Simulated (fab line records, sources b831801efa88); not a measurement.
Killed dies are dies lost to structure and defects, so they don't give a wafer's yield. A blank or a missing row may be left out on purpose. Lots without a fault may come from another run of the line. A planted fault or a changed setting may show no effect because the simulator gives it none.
A struck lot beside a sound one | flow sfq_line | 42 steps out of a route of 325
Sound: wafers L784.3, L784.5, L784.6. Struck: wafer L798.2. (L798.3, L798.5 of the same lot were not struck and are left out.) The cause comes at the end.
At each step with rows: each side's tool, then ch and its chambers, then its first start. Under that, the readings that differ: sound wafers | struck wafers | difference of the means | sigmas: that difference in standard deviations of wafers without a fault.
alike: readings whose means differ by less than 2 such deviations, and words and numbers that are the same on both sides. not compared: withheld readings, readings that some wafer has no value for, bounds like >300 that may hide the same value, and numbers for which the record gives no deviation and whose values overlap.
The two part at a step that has a row with sigmas, a row that says differs or no value, or rows on one side only. Numbers that don't overlap but have no deviation are shown without sigmas and don't part them. A reading that every wafer of one side lacks parts them only if that side has two wafers or more.

first, 6 steps without rows for these wafers: SFQ_TRILAYER_M1_LITHO_COAT_044 (resist thk 62 nm); SFQ_TRILAYER_M1_LITHO_COAT_039 (resist thk 600 nm); SFQ_TRILAYER_M1_LITHO_SOFTBAKE_043; SFQ_TRILAYER_M1_LITHO_EXPOSE_040 (exposes mask M1, target cd 500 nm); SFQ_TRILAYER_M1_LITHO_PEB_042 (peb time 60 s); SFQ_TRILAYER_M1_LITHO_DEVELOP_041 (time 60 s).
SFQ_M1_OVL_MEAS_911:
  sound on overlay-01, day 16 05:20; struck on overlay-01, day 27 21:56
  alike: M1_OVL
then, 2 steps without rows for these wafers: SFQ_TRILAYER_M1_BARC_OPEN_METAL_ETCH_054 (etches BARC in O2, target depth 125 nm, time 41.7 s); SFQ_TRILAYER_M1_ETCH_METAL_ETCH_042 (etches Nb in Cl2/Ar, stops on SiO2, target depth 240 nm, time 120 s).
SFQ_TRILAYER_M1_STRIP_STRIP_043: strips in O2.
  sound on rie_metal-01 ch 0, day 16 06:08; struck on rie_metal-02 ch 1, day 27 22:09
  reading                | sound | struck | difference                   | sigmas
  rf_hours_counter_h (h) | - - - | 7      | no value on the sound wafers |
  alike: drypump_motor_current_A, oes_product_au
then, 2 steps without rows for these wafers: SFQ_TRILAYER_M1_STRIP_SOLV_CLEAN_044 (cleans in NMP, time 600 s); SFQ_TRILAYER_I1_DEP_PECVD_045 (deposits SiO2 from SiH4/N2O, time 111.11 s, target thk 500 nm).
SFQ_TRILAYER_I1_CMP_CMP_046: polishes SiO2.
  sound on cmp-01 ch 0,3, day 16 08:26; struck on cmp-02 ch 0, day 27 23:01
  reading                                             | sound             | struck | difference | sigmas
  time_to_endpoint_s (s)                              | 212 217 230       | 249    | +29        | +3
  model.SiO2_of_TRILAYER_I1_DEP_PECVD_045.thk_nm (nm) | 201.2 200.3 201.9 | 149.8  | -51.3      |
  alike: motor_current_A, slurry_filter_dp_kPa
SFQ_I1_BOW_MEAS_912:
  sound on film_metro-04, day 16 11:29; struck on film_metro-01, day 28 02:02
  alike: I1_BOW
SFQ_TRILAYER_I1_METRO_MEASURE_047:
  sound on film_metro-04, day 16 11:58; struck on film_metro-01, day 28 02:20
  reading     | sound             | struck | difference | sigmas
  thk_nm (nm) | 201.2 200.4 202.0 | 149.8  | -51.4      | -43
then, 6 steps without rows for these wafers: SFQ_TRILAYER_I1_VIA_LITHO_COAT_054 (resist thk 62 nm); SFQ_TRILAYER_I1_VIA_LITHO_COAT_049 (resist thk 650 nm); SFQ_TRILAYER_I1_VIA_LITHO_SOFTBAKE_053; SFQ_TRILAYER_I1_VIA_LITHO_EXPOSE_050 (exposes mask I1, target cd 500 nm); SFQ_TRILAYER_I1_VIA_LITHO_PEB_052 (peb time 60 s); SFQ_TRILAYER_I1_VIA_LITHO_DEVELOP_051 (time 60 s).
-- the record jumps here: 6 days lie between the struck wafers' starts before and after --
SFQ_I1_OVL_MEAS_913:
  sound on overlay-01, day 22 17:53; struck on overlay-02, day 34 14:08
  alike: I1_OVL
then, 1 step without rows for these wafers: SFQ_TRILAYER_I1_VIA_BARC_OPEN_VIA_ETCH_071 (etches BARC in O2, target depth 125 nm, time 41.7 s).
SFQ_TRILAYER_I1_VIA_ETCH_VIA_ETCH_052: etches SiO2 in CHF3, stops on Nb, target depth 260 nm.
  sound on rie_diel-01 ch 0,2,3, day 22 17:57; struck on rie_diel-04 ch 0, day 34 14:12
  reading                        | sound             | struck | difference | sigmas
  oes_product_au (a.u.)          | 0.857 0.853 0.865 | 0.731  | -0.127     | -26
  model.etch.depth_nm (nm)       | 201.2 200.3 201.9 | 149.8  | -51.3      |
  model.I1.feature_depth_nm (nm) | 201.2 200.3 201.9 | 149.8  | -51.3      |
  alike: drypump_motor_current_A
then, 2 steps without rows for these wafers: SFQ_TRILAYER_I1_VIA_STRIP_STRIP_053 (strips in O2); SFQ_TRILAYER_I1_VIA_STRIP_SOLV_CLEAN_054 (cleans in NMP, time 600 s).
SFQ_TRILAYER_M2_DEP_PRE_CLEAN_056: time 22.5 s.
  sound on pvd_sputter-06, day 22 18:50; struck on pvd_sputter-04, day 34 15:05
  reading                                             | sound             | struck | difference | sigmas
  model.SiO2_of_TRILAYER_I1_DEP_PECVD_045.thk_nm (nm) | 193.7 192.8 194.4 | 142.3  | -51.3      |
SFQ_TRILAYER_M2_DEP_SPUTTER_055: material Nb, target thk 200 nm, time 133.3 s.
  sound on pvd_sputter-06, day 22 18:52; struck on pvd_sputter-04, day 34 15:07
  alike: base_pressure_pa, throttle_valve_pct
SFQ_M2_RS_MEAS_914: measures by four-point-probe.
  sound on film_metro-03, day 22 19:00; struck on film_metro-02, day 34 15:14
  alike: M2_NB_RS
then, 6 steps without rows for these wafers: SFQ_TRILAYER_M2_LITHO_COAT_062 (resist thk 62 nm); SFQ_TRILAYER_M2_LITHO_COAT_057 (resist thk 600 nm); SFQ_TRILAYER_M2_LITHO_SOFTBAKE_061; SFQ_TRILAYER_M2_LITHO_EXPOSE_058 (exposes mask M2, target cd 500 nm); SFQ_TRILAYER_M2_LITHO_PEB_060 (peb time 60 s); SFQ_TRILAYER_M2_LITHO_DEVELOP_059 (time 60 s).
SFQ_M2_OVL_MEAS_916:
  sound on overlay-02, day 23 06:31; struck on overlay-01, day 34 17:39
  reading     | sound     | struck | difference | sigmas
  M2_OVL (nm) | -15 -6 -6 | 4      | +13        | +3
SFQ_TRILAYER_M2_BARC_OPEN_METAL_ETCH_077: etches BARC in O2, target depth 125 nm, time 41.7 s.
  sound on rie_metal-04 ch 1, day 23 06:35; struck on rie_metal-03 ch 1, day 34 17:41
  reading                     | sound       | struck | difference                   | sigmas
  drypump_motor_current_A (A) | 5.0 5.0 5.0 | 6.4    | +1.4                         | +2
  rf_hours_counter_h (h)      | - - -       | 80     | no value on the sound wafers |
  alike: oes_product_au
then, 1 step without rows for these wafers: SFQ_TRILAYER_M2_ETCH_METAL_ETCH_060 (etches Nb in Cl2/Ar, stops on SiO2, target depth 240 nm, time 120 s).
SFQ_TRILAYER_M2_STRIP_STRIP_061: strips in O2.
  sound on rie_metal-04 ch 1, day 23 07:19; struck on rie_metal-03 ch 1, day 34 17:52
  reading                     | sound       | struck | difference                   | sigmas
  drypump_motor_current_A (A) | 5.0 5.0 5.0 | 6.4    | +1.4                         | +2
  rf_hours_counter_h (h)      | - - -       | 80     | no value on the sound wafers |
  alike: oes_product_au
then, 1 step without rows for these wafers: SFQ_TRILAYER_M2_STRIP_SOLV_CLEAN_062 (cleans in NMP, time 600 s).
SFQ_TRILAYER_I2_DEP_PECVD_063: deposits SiO2 from SiH4/N2O, time 111.11 s, target thk 500 nm.
  sound on pecvd-01 ch 1,2, day 23 08:17; struck on pecvd-02 ch 2, day 34 18:38
  alike: heater_power_w, throttle_valve_pct
-- the record jumps here: 45 days lie between the struck wafers' starts before and after --
SFQ_M8_BOW_MEAS_951:
  sound on film_metro-02, day 76 12:08; struck on film_metro-02, day 79 17:06
  reading                 | sound             | struck | difference | sigmas
  model.etest.i1.link_ohm | 1.965 1.976 1.966 | 1.886  | -0.083     |
  alike: M8_BOW

WHERE THEY PART
First at SFQ_TRILAYER_M1_STRIP_STRIP_043; last, within this record, at SFQ_TRILAYER_M2_STRIP_STRIP_061. Later steps at which nothing parts them and some readings are alike: SFQ_TRILAYER_I2_DEP_PECVD_063, SFQ_M8_BOW_MEAS_951.

WHY: what the simulator had put in
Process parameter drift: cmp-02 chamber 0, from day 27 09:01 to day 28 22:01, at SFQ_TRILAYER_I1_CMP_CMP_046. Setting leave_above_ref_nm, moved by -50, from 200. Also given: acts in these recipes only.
